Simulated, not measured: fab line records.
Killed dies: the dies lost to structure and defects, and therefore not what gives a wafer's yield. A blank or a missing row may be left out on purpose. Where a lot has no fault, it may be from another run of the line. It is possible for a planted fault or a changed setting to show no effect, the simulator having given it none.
One fault seen from 2 desks | flow sky130 | each desk has only its own numbers; what lay behind them comes last

== FROM THE METROLOGY DESK ==
Lot by lot, what the gauges showed, no matter which tool ran the lot: averages of those sampled wafers that carry a number. The brackets show how far a lot's mean lies from the usual mean; more than 4 standard deviations puts the lot out of limits, marked OUT.
Columns: A = VT_ADJUST_PCH_TW at SKY_VT_ADJUST_PCH_TW_MEAS_10, usual 142.3; B = SONOS_TUNNEL_OVL at SKY_SONOS_TUNNEL_OVL_MEAS_08, usual 0.9 nm; C = SPACER_CVD_00_THK at SKY_SPACER_THK_MEAS_01, usual 43.2 nm; D = cd-nm at SKY_SD_N_CD_MEAS_07, usual 379.3 nm
lot  | first seen here | A     | B    | C    | D
L967 | day 10 15:04    | 143.7 | -1.2 | 42.7 | 378.7
L970 | day 11 22:40    | 141.5 | -0.6 | 43.3 | 381.0
L971 | day 12 02:04    | 142.1 | 1.7  | 43.0 | 323.9 (-24) OUT
L972 | day 12 06:12    | 143.5 | 1.2  | 42.9 | 344.2 (-15) OUT
L975 | day 13 05:12    | 141.8 | 3.5  | 43.5 | 330.4 (-21) OUT
L977 | day 13 22:48    | 142.4 | -1.6 | 43.5 | 378.8
L979 | day 14 11:12    | 141.1 | -0.3 | 43.6 | 376.2
L982 | day 15 08:29    | 143.7 | 1.6  | 43.1 | 377.4
L983 | day 15 18:05    | 141.2 | 1.7  | 43.0 | 380.0
L985 | day 16 14:30    | 142.4 | 0.0  | 42.6 | 382.2
L986 | day 16 18:03    | 142.6 | -0.0 | 43.9 | 378.4
L987 | day 16 21:43    | 140.9 | 1.1  | 42.8 | 382.2
L988 | day 17 07:58    | 143.8 | -0.2 | 43.3 | 380.3
L989 | day 17 14:48    | 141.9 | 0.6  | 42.4 | 378.1
This desk's finding: out of limits on L971, L972, L975; first on L971, day 29 23:36 (cd-nm at SKY_SD_N_CD_MEAS_07). L967, L970, L977, L979, L982, L983, L985, L986, L987, L988, L989: within limits.

== FOR THE TOOL OWNER'S DESK: litho-track-01 ==
The tool's own readings at SKY_SD_N_DEVELOP_06 (develop time 60 s): means of the sampled wafers that have a number, for each lot that ran on this tool. The brackets show how far a lot's mean lies from the usual mean; more than 4 standard deviations puts the lot out of limits, marked OUT.
Columns: A = developer-temp-C at SKY_SD_N_DEVELOP_06, usual 23.00 C
lot  | first seen here | A
L967 | day 28 05:20    | 22.90
L970 | day 29 15:19    | 22.83
L971 | day 29 23:28    | 22.94
L972 | day 30 02:52    | 22.95
L975 | day 31 03:34    | 22.98
L982 | day 33 08:08    | 22.82
L983 | day 33 15:17    | 22.83
L986 | day 34 11:43    | 23.14
This desk's finding: nothing out of limits on any of the 8 lots.

== PUT TOGETHER ==
At day 29 23:36 the metrology desk could have sounded an alarm, on L971, L972, L975.
Nothing out of limits was seen by the tool owner's desk.
On record at the tool owner's desk: L971, L972, L975, within its limits.
All the named lots went through SKY_SD_N_DEVELOP_06 on litho-track-01.

== WHAT HAD BEEN PUT IN BY THE SIMULATOR ==
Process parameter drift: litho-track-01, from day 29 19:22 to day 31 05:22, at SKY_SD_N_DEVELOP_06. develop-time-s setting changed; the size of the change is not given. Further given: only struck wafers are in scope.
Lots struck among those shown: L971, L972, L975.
Hours from the fault's start to each desk's first reading out of limits: the metrology desk, 4.
